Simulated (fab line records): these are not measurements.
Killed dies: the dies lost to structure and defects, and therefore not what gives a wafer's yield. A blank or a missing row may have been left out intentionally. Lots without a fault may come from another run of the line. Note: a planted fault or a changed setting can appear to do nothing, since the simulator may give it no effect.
Matching of chambers :: flow gf180mcu :: rieSi-02 running GF_STI_ETCH_14: 4 sister chambers
The step etches Si in HBr/Cl2/O2, target depth 360 nm, time 102.9 s. 14 wafers are shown with their chamber, then 7 later ones without.

WAFERS WITH THEIR CHAMBER
wafer: L986.1
chamber: 2
oesProductAu (a.u.): 1.011
throttleValvePct (%): 25.663
chamberPressureMTorr (mTorr): 15.005

wafer: L986.2
chamber: 1
oesProductAu (a.u.): 1.009
throttleValvePct (%): 25.655
chamberPressureMTorr (mTorr): 14.995

wafer: L986.3
chamber: 3
oesProductAu (a.u.): 0.992
throttleValvePct (%): 25.659
chamberPressureMTorr (mTorr): 14.989

wafer: L987.2
chamber: 2
oesProductAu (a.u.): 1.009
throttleValvePct (%): 25.642
chamberPressureMTorr (mTorr): 15.019

wafer: L987.4
chamber: 3
oesProductAu (a.u.): 1.012
throttleValvePct (%): 25.648
chamberPressureMTorr (mTorr): 14.982

wafer: L987.6
chamber: 3
oesProductAu (a.u.): 0.996
throttleValvePct (%): 25.646
chamberPressureMTorr (mTorr): 14.987

wafer: L989.1
chamber: 3
oesProductAu (a.u.): 0.992
throttleValvePct (%): 25.654
chamberPressureMTorr (mTorr): 15.015

wafer: L989.3
chamber: 2
oesProductAu (a.u.): 1.003
throttleValvePct (%): 25.652
chamberPressureMTorr (mTorr): 14.992

wafer: L989.4
chamber: 1
oesProductAu (a.u.): 0.993
throttleValvePct (%): 25.663
chamberPressureMTorr (mTorr): 15.008

wafer: L994.2
chamber: 1
oesProductAu (a.u.): 0.999
throttleValvePct (%): 25.665
chamberPressureMTorr (mTorr): 15.003

wafer: L994.3
chamber: 3
oesProductAu (a.u.): 0.999
throttleValvePct (%): 25.663
chamberPressureMTorr (mTorr): 14.999

wafer: L994.5
chamber: 3
oesProductAu (a.u.): 0.993
throttleValvePct (%): 25.653
chamberPressureMTorr (mTorr): 14.993

wafer: L998.4
chamber: 0
oesProductAu (a.u.): 1.001
throttleValvePct (%): 25.660
chamberPressureMTorr (mTorr): 14.999

wafer: L998.5
chamber: 2
oesProductAu (a.u.): 1.011
throttleValvePct (%): 25.651
chamberPressureMTorr (mTorr): 14.990

SIGNATURES, as means of the wafers listed above
reading: oesProductAu
chamber 0: 1.00100
chamber 1: 1.00033
chamber 2: 1.00850
chamber 3: 0.99733
scatter within a chamber: 0.00685

reading: throttleValvePct
chamber 0: 25.66000
chamber 1: 25.66100
chamber 2: 25.65200
chamber 3: 25.65383
scatter within a chamber: 0.00696

reading: chamberPressureMTorr
chamber 0: 14.99900
chamber 1: 15.00200
chamber 2: 15.00150
chamber 3: 14.99417
scatter within a chamber: 0.0115
Rule: a wafer's distance from a chamber is the root of the sum, over the readings, of the square of ((its reading less the chamber's mean) divided by the reading's scatter). If the next closest chamber is less than 2 further off than the closest, the wafer can't be placed; otherwise it belongs to the closest. How the scatter is found: for the shown wafers, subtract from each reading the mean of its chamber, square and add these, divide the total by (wafers less chambers), then take the root.

WAFERS WHOSE CHAMBER IS MISSING
wafer: L998.6
oesProductAu (a.u.): 0.998
throttleValvePct (%): 25.680
chamberPressureMTorr (mTorr): 15.008

wafer: L105.1
oesProductAu (a.u.): 1.007
throttleValvePct (%): 25.660
chamberPressureMTorr (mTorr): 15.002

wafer: L105.5
oesProductAu (a.u.): 1.004
throttleValvePct (%): 25.655
chamberPressureMTorr (mTorr): 14.998

wafer: L105.6
oesProductAu (a.u.): 1.007
throttleValvePct (%): 25.656
chamberPressureMTorr (mTorr): 14.989

wafer: L108.1
oesProductAu (a.u.): 0.994
throttleValvePct (%): 25.661
chamberPressureMTorr (mTorr): 14.977

wafer: L108.3
oesProductAu (a.u.): 1.013
throttleValvePct (%): 25.648
chamberPressureMTorr (mTorr): 15.007

wafer: L108.4
oesProductAu (a.u.): 0.999
throttleValvePct (%): 25.653
chamberPressureMTorr (mTorr): 14.995

EACH ONE'S CHAMBER
wafer: L998.6
from the rows above: can't be placed: 1 or 0 or 3 or 2
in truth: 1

wafer: L105.1
from the rows above: can't be placed: 0 or 1 or 2 or 3
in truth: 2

wafer: L105.5
from the rows above: can't be placed: 2 or 0 or 3 or 1
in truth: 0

wafer: L105.6
from the rows above: can't be placed: 2 or 0 or 3 or 1
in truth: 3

wafer: L108.1
from the rows above: can't be placed: 3 or 0 or 1 or 2
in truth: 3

wafer: L108.3
from the rows above: can't be placed: 2 or 0 or 1 or 3
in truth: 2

wafer: L108.4
from the rows above: can't be placed: 3 or 0 or 1 or 2
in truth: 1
Correctly placed: 0 of 7. Can't be placed from these rows: 7 (the true chamber is among the candidates in 7). Placed wrongly: 0.
